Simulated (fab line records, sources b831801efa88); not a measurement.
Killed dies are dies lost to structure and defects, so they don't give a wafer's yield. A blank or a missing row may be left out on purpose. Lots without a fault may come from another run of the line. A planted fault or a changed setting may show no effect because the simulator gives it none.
Which tool did it? | flow sfq_line | 15 lots, 45 wafers sampled, at 1 step of a route of 325

WHAT THE GAUGES READ, wafer by wafer
SFQ_INCOMING_BOW_MEAS_900.
lot  | measured    | on            | INCOMING_BOW (um)
L667 | day 1 10:00 | film_metro-04 | 4 2 4
L668 | day 1 15:00 | film_metro-04 | -3 4 0
L669 | day 1 20:00 | film_metro-01 | -6 -9 6
L670 | day 2 01:00 | film_metro-02 | -6 -3 4
L672 | day 2 11:00 | film_metro-04 | 4 4 -6
L673 | day 2 16:00 | film_metro-04 | 8 -1 -17
L675 | day 3 02:01 | film_metro-04 | -6 0 -12
L677 | day 3 12:00 | film_metro-02 | -6 1 -3
L678 | day 3 17:01 | film_metro-04 | -8 -7 -1
L680 | day 4 03:00 | film_metro-04 | 12 6 -5
L681 | day 4 08:00 | film_metro-02 | 1 -1 3
L682 | day 4 13:01 | film_metro-04 | -10 -15 -3
L685 | day 5 04:01 | film_metro-01 | 2 6 -11
L689 | day 6 00:00 | film_metro-02 | -2 -3 -2
L690 | day 6 05:01 | film_metro-04 | -6 -4 -2

WHICH TOOL RAN EACH LOT (tool, then ch and the chambers of the sampled wafers, then the start)
The record holds no process step before these readings.

WHAT THE TOOLS THEMSELVES READ (means of the sampled wafers that have a number; where no wafer has one, the mark that the record gives instead)
The record holds no such reading with a usual standard deviation.

THE ANSWER, worked out from the rows above alone
Rule: what is usual is taken from the lots themselves. Put in order of their means at a reading, lots are off if they are a third of the lots or fewer, leave a main group of 4 or more, and stand apart from it by a gap of 3 or more times the standard deviation of the main group's means; of several such gaps the widest counts. A main group whose means are all the same, to the digits that the tables above print for the reading, isn't used. A lot without any number at a reading at which 4 lots or more have one is off too. The other lots that the step has rows for count as sound. The gauges are gone through in route order, then the tools' own readings, and for those a lot's mean is taken as printed above. The first step at which some lot is off is used, and at that step the reading that is off furthest; a lot without a number counts as furthest.
No lot is off at any reading shown: from this, nothing can be told.

WHAT THE SIMULATOR HAD PUT IN
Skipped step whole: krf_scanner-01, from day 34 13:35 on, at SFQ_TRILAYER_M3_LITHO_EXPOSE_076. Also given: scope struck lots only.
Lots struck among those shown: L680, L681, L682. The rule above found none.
